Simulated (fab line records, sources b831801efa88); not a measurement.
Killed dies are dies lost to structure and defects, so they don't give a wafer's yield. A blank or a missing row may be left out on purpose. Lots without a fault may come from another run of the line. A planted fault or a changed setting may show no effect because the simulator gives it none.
fab line records | flow sky130 | part 1 of 2: steps 1 to 25 of 37
record lots=5 wafers=15 last_day=49
route steps=708 shown VT_ADJUST_HVTR@133 VT_ADJUST_PCH@143 SONOS_TUNNEL@154 SONOS_ONO@168
lots that met no fault: from a run of the same line without faults
start_h: hours from the record's first day to the start of the lot's first wafer shown | wait_h: hours since the lot's step before | " the same as in the row above | L1.1+2: a row that stands for several wafers | - no value, or no start given | * or withheld: withheld | < > ~ a bound
route shown NAME@n: a module of which the file shows steps, and the number in the route of the first | usual: mean/standard deviation of fault-free wafers | same: alike in all rows | chamber/n: place in a boat | sites: the reading at each site | _std_site: their standard deviation | _edge_site: outer sites' mean less inner sites' | radius_mm: how far each site lies from the wafer's centre | mask NAME#n: copy n | behind: the tool/chamber that last shaped the wafer | hold: why the lot was held/for how many hours/how that ended | device: the transistor (n, p or np) that didn't switch | end of line: the same wafers' tests at the end of the route | a step without rows: its recipe alone | killed: dies lost to structure and defects at the first sort, not the wafer's yield | map: a wafer's dies, x killed, . not, _ none there
set.NAME: the setting as run; set.NAME@STEP: as run at that earlier step | model.NAME: the simulator's own value behind a step, which no gauge read
lots at some steps of the route; a table a step, a row a wafer
services: from which hour (start_h, from the record's first day; less than 0 if before it) a tool's chamber was out of use, for how many hours, and why
## steps
# step SKY_VT_ADJUST_HVTR_COAT_02
# recipe resist=NOVOLAK spin_rpm=3000 resist_thk_nm=1140
# usual resist_line_temp_C=23.01/0.12
# columns lot.wafer tool chamber start_h wait_h resist_line_temp_C
L074.2 litho_track-02 0 189.31 0.1 22.83
L074.3 " 0 " " 22.95
L074.4 " 0 " " 22.99
L076.2 litho_track-03 0 209.24 0.1 23.25
L076.3 " 0 " " 23.02
L076.6 " 0 " " 22.99
L081.1 litho_track-02 0 238.28 0.1 22.99
L081.5 " 0 " " 23.06
L081.6 " 0 " " 23.06
L090.1 litho_track-03 0 303.56 0.1 23.09
L090.5 " 0 " " 23.18
L090.6 " 0 " " 22.93
L092.3 litho_track-03 0 326.41 0.1 23.07
L092.5 " 0 " " 22.94
L092.6 " 0 " " 22.98
# step SKY_VT_ADJUST_HVTR_SOFTBAKE_03
# recipe temp_c=90 time_s=60 resist=NOVOLAK
# usual resist_line_temp_C=23.01/0.12
# columns lot.wafer tool chamber start_h wait_h resist_line_temp_C
L074.2 litho_track-02 0 189.46 0.1 23.05
L074.3 " 0 " " 22.95
L074.4 " 0 " " 22.83
L076.2 litho_track-03 0 209.39 0.1 22.86
L076.3 " 0 " " 22.89
L076.6 " 0 " " 22.71
L081.1 litho_track-02 0 238.43 0.1 22.82
L081.5 " 0 " " 22.92
L081.6 " 0 " " 22.95
L090.1 litho_track-03 0 303.71 0.1 22.94
L090.5 " 0 " " 23.05
L090.6 " 0 " " 22.95
L092.3 litho_track-03 0 326.56 0.1 22.91
L092.5 " 0 " " 22.99
L092.6 " 0 " " 22.89
# step SKY_VT_ADJUST_HVTR_EXPOSE_04
# recipe mask_id=HVTRM target_cd_nm=380 na=0.6 source_shape=conventional sigma_outer=0.6 dose_mj=150
# usual reticle_temp_C=23.02/0.1
# columns lot.wafer tool chamber start_h wait_h mask reticle_temp_C
L074.2 iline_stepper-01 0 - - HVTRM#0 22.99
L074.3 " 0 " " HVTRM#0 23.14
L074.4 " 0 " " HVTRM#0 23.20
L076.2 iline_stepper-01 0 - - HVTRM#0 23.01
L076.3 " 0 " " HVTRM#0 22.95
L076.6 " 0 " " HVTRM#0 23.04
L081.1 iline_stepper-01 0 - - HVTRM#0 22.84
L081.5 " 0 " " HVTRM#0 22.87
L081.6 " 0 " " HVTRM#0 22.91
L090.1 iline_stepper-01 0 - - HVTRM#0 23.13
L090.5 " 0 " " HVTRM#0 22.98
L090.6 " 0 " " HVTRM#0 23.01
L092.3 iline_stepper-02 0 - - HVTRM#0 22.98
L092.5 " 0 " " HVTRM#0 22.99
L092.6 " 0 " " HVTRM#0 23.08
# step SKY_VT_ADJUST_HVTR_PEB_05
# recipe temp_c=withheld time_s=* resist=NOVOLAK
# usual resist_line_temp_C=*
# columns lot.wafer tool chamber start_h wait_h resist_line_temp_C
L074.2 litho_track-03 0 - - *
L074.3 " 0 " " *
L074.4 " 0 " " *
L076.2 litho_track-04 0 - - *
L076.3 " 0 " " *
L076.6 " 0 " " *
L081.1 litho_track-04 0 - - *
L081.5 " 0 " " *
L081.6 " 0 " " *
L090.1 litho_track-02 0 - - *
L090.5 " 0 " " *
L090.6 " 0 " " *
L092.3 litho_track-02 0 - - *
L092.5 " 0 " " *
L092.6 " 0 " " *
# step SKY_VT_ADJUST_HVTR_DEVELOP_06
# recipe develop_time_s=60 dev_temp_c=23
# usual resist_line_temp_C=22.99/0.1
# columns lot.wafer tool chamber start_h wait_h resist_line_temp_C
L074.2 litho_track-03 0 199.84 0.1 23.23
L074.3 " 0 " " 23.07
L074.4 " 0 " " 23.19
L076.2 litho_track-04 0 220.80 0.1 23.00
L076.3 " 0 " " 22.99
L076.6 " 0 " " 22.97
L081.1 litho_track-04 0 250.18 0.1 23.13
L081.5 " 0 " " 23.01
L081.6 " 0 " " 22.93
L090.1 litho_track-02 0 316.18 0.1 22.81
L090.5 " 0 " " 22.77
L090.6 " 0 " " 22.91
L092.3 litho_track-02 0 339.48 0.1 22.75
L092.5 " 0 " " 22.83
L092.6 " 0 " " 22.87
# step SKY_VT_ADJUST_HVTR_CD_MEAS_07
# recipe target_cd_nm=380
# usual cd_nm=380.7/2.7
# columns lot.wafer tool chamber start_h wait_h cd_nm
L074.2 cd_sem-01 - 199.98 0.1 380.0
L074.3 " - " " 377.9
L074.4 " - " " 379.8
L076.2 cd_sem-01 - 220.95 0.1 378.9
L076.3 " - " " 379.8
L076.6 " - " " 380.3
L081.1 cd_sem-02 - 250.33 0.1 371.5
L081.5 " - " " 374.1
L081.6 " - " " 373.8
L090.1 cd_sem-02 - 316.33 0.1 380.0
L090.5 " - " " 381.8
L090.6 " - " " 379.9
L092.3 cd_sem-01 - 339.62 0.1 379.0
L092.5 " - " " 380.2
L092.6 " - " " 379.1
# step SKY_VT_ADJUST_HVTR_OVL_MEAS_08
# usual VT_ADJUST_HVTR_OVL=0.2/1.2
# columns lot.wafer tool chamber start_h wait_h VT_ADJUST_HVTR_OVL[nm]
L074.2 overlay-02 - 200.09 0.1 -0.4
L074.3 " - " " 0.8
L074.4 " - " " 0.4
L076.2 overlay-01 - 221.05 0.1 -0.2
L076.3 " - " " -0.4
L076.6 " - " " -0.8
L081.1 overlay-01 - 250.45 0.1 0.0
L081.5 " - " " -1.1
L081.6 " - " " -0.5
L090.1 overlay-02 - 316.45 0.1 0.6
L090.5 " - " " -1.2
L090.6 " - " " -0.6
L092.3 overlay-02 - 339.71 0.1 1.2
L092.5 " - " " 1.6
L092.6 " - " " 1.1
# step SKY_VT_ADJUST_HVTR_IMPLANT_09
# recipe species=B energy_kev=10 dose_cm2=2.1e+12 tilt_deg=withheld
# columns lot.wafer tool chamber start_h wait_h
L074.2+3+4 implanter-04 0 200.15 0.0
L076.2+3+6 implanter-03 0 221.11 0.0
L081.1+5+6 implanter-03 0 250.48 0.0
L090.1+5+6 implanter-04 0 316.49 0.0
L092.3+5+6 implanter-02 0 339.79 0.1
# step SKY_VT_ADJUST_HVTR_STRIP_10
# recipe chemistry=O2/N2 power_w=1400 pressure_mtorr=1500 platen_temp_c=withheld o2_flow_sccm=3000 n2_flow_sccm=300 overash_fraction=0.5
# usual drypump_motor_current_A=5.53/0.24 o2_flow_sccm=2999/7.9 oes_product_au=0.716/0.0048 strip_time_to_endpoint_s=14.14/0.038
# same overash_fraction=0.5
# columns lot.wafer tool chamber start_h wait_h drypump_motor_current_A o2_flow_sccm oes_product_au rf_hours_counter_h strip_time_to_endpoint_s
L074.2 plasma_asher-01 1 200.27 0.1 5.40 3003 0.715 51 14.10
L074.3 " 0 " " 5.49 3003 0.710 - 14.13
L074.4 " 1 " " 5.44 3007 0.711 - 14.17
L076.2 plasma_asher-02 0 221.23 0.1 5.37 3015 0.725 39 14.14
L076.3 " 0 " " 5.41 2996 0.712 - 14.12
L076.6 " 1 " " 5.74 3009 0.713 - 14.11
L081.1 plasma_asher-03 0 250.63 0.1 5.20 3014 0.716 57 14.15
L081.5 " 1 " " 5.91 3006 0.706 - 14.13
L081.6 " 0 " " 5.19 3013 0.715 - 14.13
L090.1 plasma_asher-02 0 316.64 0.1 5.37 3001 0.714 49 14.15
L090.5 " 0 " " 5.39 3011 0.717 - 14.17
L090.6 " 1 " " 5.73 3005 0.718 - 14.15
L092.3 plasma_asher-01 0 339.92 0.1 5.55 3006 0.719 - 14.18
L092.5 " 1 " " 5.41 2993 0.717 - 14.10
L092.6 " 0 " " 5.50 3011 0.712 - 14.18
# step SKY_VT_ADJUST_HVTR_TW_MEAS_11
# usual VT_ADJUST_HVTR_TW=210.0/2
# columns lot.wafer tool chamber start_h wait_h VT_ADJUST_HVTR_TW
L074.2 film_metro-02 - 200.38 0.1 211.6
L074.3 " - " " 213.9
L074.4 " - " " 213.5
L076.2 film_metro-04 - 221.34 0.1 208.6
L076.3 " - " " 208.4
L076.6 " - " " 208.4
L081.1 film_metro-01 - 250.73 0.1 210.5
L081.5 " - " " 209.9
L081.6 " - " " 209.9
L090.1 film_metro-02 - 316.74 0.1 212.5
L090.5 " - " " 211.7
L090.6 " - " " 213.8
L092.3 film_metro-02 - 340.01 0.1 211.3
L092.5 " - " " 211.9
L092.6 " - " " 211.8
# step SKY_VT_ADJUST_PCH_DEHYDRATE_00
# recipe temp_c=200 time_s=60
# usual resist_line_temp_C=22.96/0.1
# columns lot.wafer tool chamber start_h wait_h resist_line_temp_C
L074.2 litho_track-01 0 210.42 10.0 22.81
L074.3 " 0 " " 23.03
L074.4 " 0 " " 22.78
L076.2 litho_track-02 0 231.75 10.4 23.20
L076.3 " 0 " " 23.02
L076.6 " 0 " " 22.81
L081.1 litho_track-03 0 261.31 10.6 22.80
L081.5 " 0 " " 22.91
L081.6 " 0 " " 23.10
L090.1 litho_track-03 0 329.76 13.0 22.99
L090.5 " 0 " " 23.11
L090.6 " 0 " " 23.12
L092.3 litho_track-02 0 353.23 13.2 23.09
L092.5 " 0 " " 22.83
L092.6 " 0 " " 22.87
# step SKY_VT_ADJUST_PCH_HMDS_01
# recipe prime_time_s=60 prime_temp_c=120
# usual resist_line_temp_C=23.00/0.096
# columns lot.wafer tool chamber start_h wait_h resist_line_temp_C
L074.2 litho_track-01 0 210.57 0.1 22.93
L074.3 " 0 " " 23.01
L074.4 " 0 " " 22.91
L076.2 litho_track-02 0 231.90 0.1 22.91
L076.3 " 0 " " 23.06
L076.6 " 0 " " 22.96
L081.1 litho_track-03 0 261.46 0.1 22.91
L081.5 " 0 " " 22.99
L081.6 " 0 " " 23.02
L090.1 litho_track-03 0 329.91 0.1 23.12
L090.5 " 0 " " 23.13
L090.6 " 0 " " 23.00
L092.3 litho_track-02 0 353.38 0.1 23.08
L092.5 " 0 " " 22.91
L092.6 " 0 " " 23.11
# step SKY_VT_ADJUST_PCH_COAT_02
# recipe spin_rpm=2000 resist_thk_nm=3000
# usual resist_line_temp_C=23.01/0.1
# columns lot.wafer tool chamber start_h wait_h resist_line_temp_C
L074.2 litho_track-01 0 210.72 0.1 22.91
L074.3 " 0 " " 22.97
L074.4 " 0 " " 23.06
L076.2 litho_track-02 0 232.05 0.1 22.98
L076.3 " 0 " " 23.04
L076.6 " 0 " " 23.10
L081.1 litho_track-03 0 261.61 0.1 23.12
L081.5 " 0 " " 22.90
L081.6 " 0 " " 23.07
L090.1 litho_track-03 0 330.06 0.1 23.04
L090.5 " 0 " " 23.01
L090.6 " 0 " " 22.91
L092.3 litho_track-02 0 353.53 0.1 22.96
L092.5 " 0 " " 22.90
L092.6 " 0 " " 22.83
# step SKY_VT_ADJUST_PCH_SOFTBAKE_03
# recipe temp_c=110 time_s=withheld
# usual resist_line_temp_C=22.99/0.12
# columns lot.wafer tool chamber start_h wait_h resist_line_temp_C
L074.2 litho_track-01 0 210.88 0.1 23.07
L074.3 " 0 " " 23.02
L074.4 " 0 " " 23.10
L076.2 litho_track-02 0 232.21 0.1 23.08
L076.3 " 0 " " 23.08
L076.6 " 0 " " 23.01
L081.1 litho_track-03 0 261.76 0.1 22.95
L081.5 " 0 " " 23.04
L081.6 " 0 " " 22.83
L090.1 litho_track-03 0 330.21 0.1 22.83
L090.5 " 0 " " 22.84
L090.6 " 0 " " 22.76
L092.3 litho_track-02 0 353.70 0.1 23.31
L092.5 " 0 " " 23.10
L092.6 " 0 " " 23.19
# step SKY_VT_ADJUST_PCH_EXPOSE_04
# recipe mask_id=NWM na=0.6 source_shape=conventional sigma_outer=0.6 polarization=unpolarized target_cd_nm=840 dose_mj=255
# usual reticle_temp_C=23.02/0.11
# columns lot.wafer tool chamber start_h wait_h mask reticle_temp_C
L074.2 iline_stepper-01 0 - - NWM#0 22.91
L074.3 " 0 " " NWM#0 22.90
L074.4 " 0 " " NWM#0 22.82
L076.2 iline_stepper-02 0 - - NWM#0 23.09
L076.3 " 0 " " NWM#0 22.91
L076.6 " 0 " " NWM#0 22.86
L081.1 iline_stepper-01 0 - - NWM#0 23.19
L081.5 " 0 " " NWM#0 22.99
L081.6 " 0 " " NWM#0 23.02
L090.1 iline_stepper-02 0 - - NWM#0 23.05
L090.5 " 0 " " NWM#0 23.00
L090.6 " 0 " " NWM#0 23.06
L092.3 iline_stepper-01 0 - - NWM#0 22.97
L092.5 " 0 " " NWM#0 22.89
L092.6 " 0 " " NWM#0 22.96
# step SKY_VT_ADJUST_PCH_PEB_05
# recipe temp_c=115 time_s=withheld
# usual resist_line_temp_C=23.02/0.098
# columns lot.wafer tool chamber start_h wait_h resist_line_temp_C
L074.2 litho_track-01 0 - - 23.01
L074.3 " 0 " " 22.90
L074.4 " 0 " " 22.86
L076.2 litho_track-02 0 - - 23.18
L076.3 " 0 " " 22.91
L076.6 " 0 " " 22.98
L081.1 litho_track-03 0 - - 23.04
L081.5 " 0 " " 22.97
L081.6 " 0 " " 22.95
L090.1 litho_track-02 0 - - 23.02
L090.5 " 0 " " 23.11
L090.6 " 0 " " 23.04
L092.3 litho_track-01 0 - - 23.04
L092.5 " 0 " " 23.16
L092.6 " 0 " " 23.05
# step SKY_VT_ADJUST_PCH_DEVELOP_06
# recipe wall_angle_deg=90 developer=TMAH develop_time_s=60 dev_temp_c=23
# usual resist_line_temp_C=23.01/0.11
# columns lot.wafer tool chamber start_h wait_h resist_line_temp_C
L074.2 litho_track-01 0 - - 22.97
L074.3 " 0 " " 22.99
L074.4 " 0 " " 22.89
L076.2 litho_track-02 0 - - 23.04
L076.3 " 0 " " 23.03
L076.6 " 0 " " 22.97
L081.1 litho_track-03 0 - - 22.92
L081.5 " 0 " " 23.12
L081.6 " 0 " " 23.15
L090.1 litho_track-02 0 - - 22.99
L090.5 " 0 " " 22.93
L090.6 " 0 " " 23.00
L092.3 litho_track-01 0 - - 22.96
L092.5 " 0 " " 22.96
L092.6 " 0 " " 23.03
# step SKY_VT_ADJUST_PCH_OVL_MEAS_07
# usual VT_ADJUST_PCH_OVL=-0.1/1.3
# columns lot.wafer tool chamber start_h wait_h VT_ADJUST_PCH_OVL[nm]
L074.2 overlay-02 - 222.05 - -2.0
L074.3 " - " " -0.5
L074.4 " - " " -1.3
L076.2 overlay-02 - 244.09 - 1.8
L076.3 " - " " 1.2
L076.6 " - " " 0.2
L081.1 overlay-02 - 274.36 - 2.1
L081.5 " - " " 2.0
L081.6 " - " " -0.2
L090.1 overlay-02 - 343.08 - 1.6
L090.5 " - " " 1.0
L090.6 " - " " 2.2
L092.3 overlay-01 - 367.96 - -2.6
L092.5 " - " " -2.1
L092.6 " - " " -1.5
# step SKY_VT_ADJUST_PCH_IMPLANT_08
# recipe species=B energy_kev=10 dose_cm2=5e+11 tilt_deg=withheld
# columns lot.wafer tool chamber start_h wait_h
L074.2+3+4 implanter-02 0 222.11 0.0
L076.2+3+6 implanter-03 0 244.14 0.0
L081.1+5+6 implanter-01 0 274.40 0.0
L090.1+5+6 implanter-02 0 343.12 0.0
L092.3+5+6 implanter-02 0 368.03 0.1
# step SKY_VT_ADJUST_PCH_STRIP_09
# recipe chemistry=O2/N2 power_w=1400 pressure_mtorr=1500 platen_temp_c=withheld o2_flow_sccm=3000 n2_flow_sccm=300 overash_fraction=0.5
# usual drypump_motor_current_A=5.60/0.28 o2_flow_sccm=2997/8.5 oes_product_au=0.723/0.0045 strip_time_to_endpoint_s=36.87/0.1
# same overash_fraction=0.5
# columns lot.wafer tool chamber start_h wait_h drypump_motor_current_A o2_flow_sccm oes_product_au rf_hours_counter_h strip_time_to_endpoint_s
L074.2 plasma_asher-01 1 222.23 0.1 5.39 2986 0.722 54 36.79
L074.3 " 0 " " 5.54 3008 0.725 - 36.80
L074.4 " 1 " " 5.38 2997 0.722 - 36.76
L076.2 plasma_asher-01 1 244.27 0.1 5.34 2991 0.718 56 36.87
L076.3 " 0 " " 5.51 3011 0.717 - 37.02
L076.6 " 1 " " 5.37 3013 0.731 - 36.90
L081.1 plasma_asher-01 0 274.55 0.1 5.49 2998 0.731 59 36.84
L081.5 " 1 " " 5.43 2991 0.719 - 36.81
L081.6 " 0 " " 5.52 2998 0.715 - 36.77
L090.1 plasma_asher-03 0 343.27 0.1 5.20 3005 0.727 66 36.77
L090.5 " 0 " " 5.21 2985 0.717 - 36.78
L090.6 " 1 " " 5.90 2991 0.721 - 36.69
L092.3 plasma_asher-04 0 368.17 0.1 6.07 2998 0.723 - 36.91
L092.5 " 0 " " 6.09 2997 0.716 - 37.12
L092.6 " 1 " " 5.67 3001 0.723 - 37.06
# step SKY_VT_ADJUST_PCH_TW_MEAS_10
# usual VT_ADJUST_PCH_TW=141.9/1.2
# columns lot.wafer tool chamber start_h wait_h VT_ADJUST_PCH_TW
L074.2 film_metro-02 - 222.34 0.1 142.7
L074.3 " - " " 143.2
L074.4 " - " " 143.6
L076.2 film_metro-03 - 244.38 0.1 142.2
L076.3 " - " " 142.4
L076.6 " - " " 141.4
L081.1 film_metro-02 - 274.65 0.1 143.0
L081.5 " - " " 143.2
L081.6 " - " " 142.7
L090.1 film_metro-02 - 343.37 0.1 142.4
L090.5 " - " " 143.3
L090.6 " - " " 143.3
L092.3 film_metro-03 - 368.25 0.1 142.3
L092.5 " - " " 142.7
L092.6 " - " " 142.4
# step SKY_SONOS_TUNNEL_DEHYDRATE_00
# recipe temp_c=200 time_s=60
# usual resist_line_temp_C=23.00/0.11
# columns lot.wafer tool chamber start_h wait_h resist_line_temp_C
L074.2 litho_track-01 0 232.67 10.3 23.12
L074.3 " 0 " " 23.07
L074.4 " 0 " " 23.05
L076.2 litho_track-03 0 255.04 10.7 22.98
L076.3 " 0 " " 23.12
L076.6 " 0 " " 23.16
L081.1 litho_track-04 0 285.68 11.0 23.28
L081.5 " 0 " " 23.22
L081.6 " 0 " " 23.32
L090.1 litho_track-03 0 356.81 13.4 22.88
L090.5 " 0 " " 22.80
L090.6 " 0 " " 23.06
L092.3 litho_track-03 0 382.06 13.8 23.00
L092.5 " 0 " " 23.03
L092.6 " 0 " " 23.04
# step SKY_SONOS_TUNNEL_HMDS_01
# recipe prime_time_s=60 prime_temp_c=120
# usual resist_line_temp_C=22.97/0.11
# columns lot.wafer tool chamber start_h wait_h resist_line_temp_C
L074.2 litho_track-01 0 232.82 0.1 23.22
L074.3 " 0 " " 23.08
L074.4 " 0 " " 23.27
L076.2 litho_track-03 0 255.19 0.1 22.96
L076.3 " 0 " " 23.11
L076.6 " 0 " " 23.13
L081.1 litho_track-04 0 285.83 0.1 23.05
L081.5 " 0 " " 23.15
L081.6 " 0 " " 23.14
L090.1 litho_track-03 0 356.96 0.1 22.86
L090.5 " 0 " " 22.90
L090.6 " 0 " " 23.11
L092.3 litho_track-03 0 382.21 0.1 23.21
L092.5 " 0 " " 23.15
L092.6 " 0 " " 23.10
# step SKY_SONOS_TUNNEL_COAT_02
# recipe resist=NOVOLAK spin_rpm=3000 resist_thk_nm=1140
# usual resist_line_temp_C=23.02/0.098
# columns lot.wafer tool chamber start_h wait_h resist_line_temp_C
L074.2 litho_track-01 0 232.97 0.1 23.15
L074.3 " 0 " " 22.98
L074.4 " 0 " " 23.00
L076.2 litho_track-03 0 255.34 0.1 22.92
L076.3 " 0 " " 22.87
L076.6 " 0 " " 22.87
L081.1 litho_track-04 0 285.98 0.1 23.17
L081.5 " 0 " " 23.05
L081.6 " 0 " " 23.11
L090.1 litho_track-03 0 357.11 0.1 22.83
L090.5 " 0 " " 22.93
L090.6 " 0 " " 22.89
L092.3 litho_track-03 0 382.36 0.1 22.96
L092.5 " 0 " " 23.01
L092.6 " 0 " " 22.96
# step SKY_SONOS_TUNNEL_SOFTBAKE_03
# recipe temp_c=90 time_s=60 resist=NOVOLAK
# usual resist_line_temp_C=23.00/0.099
# columns lot.wafer tool chamber start_h wait_h resist_line_temp_C
L074.2 litho_track-01 0 233.12 0.1 23.06
L074.3 " 0 " " 23.06
L074.4 " 0 " " 22.98
L076.2 litho_track-03 0 255.49 0.1 23.05
L076.3 " 0 " " 22.80
L076.6 " 0 " " 22.99
L081.1 litho_track-04 0 286.13 0.1 23.26
L081.5 " 0 " " 23.05
L081.6 " 0 " " 23.12
L090.1 litho_track-03 0 357.26 0.1 23.13
L090.5 " 0 " " 23.03
L090.6 " 0 " " 23.00
L092.3 litho_track-03 0 382.51 0.1 22.89
L092.5 " 0 " " 22.95
L092.6 " 0 " " 22.90
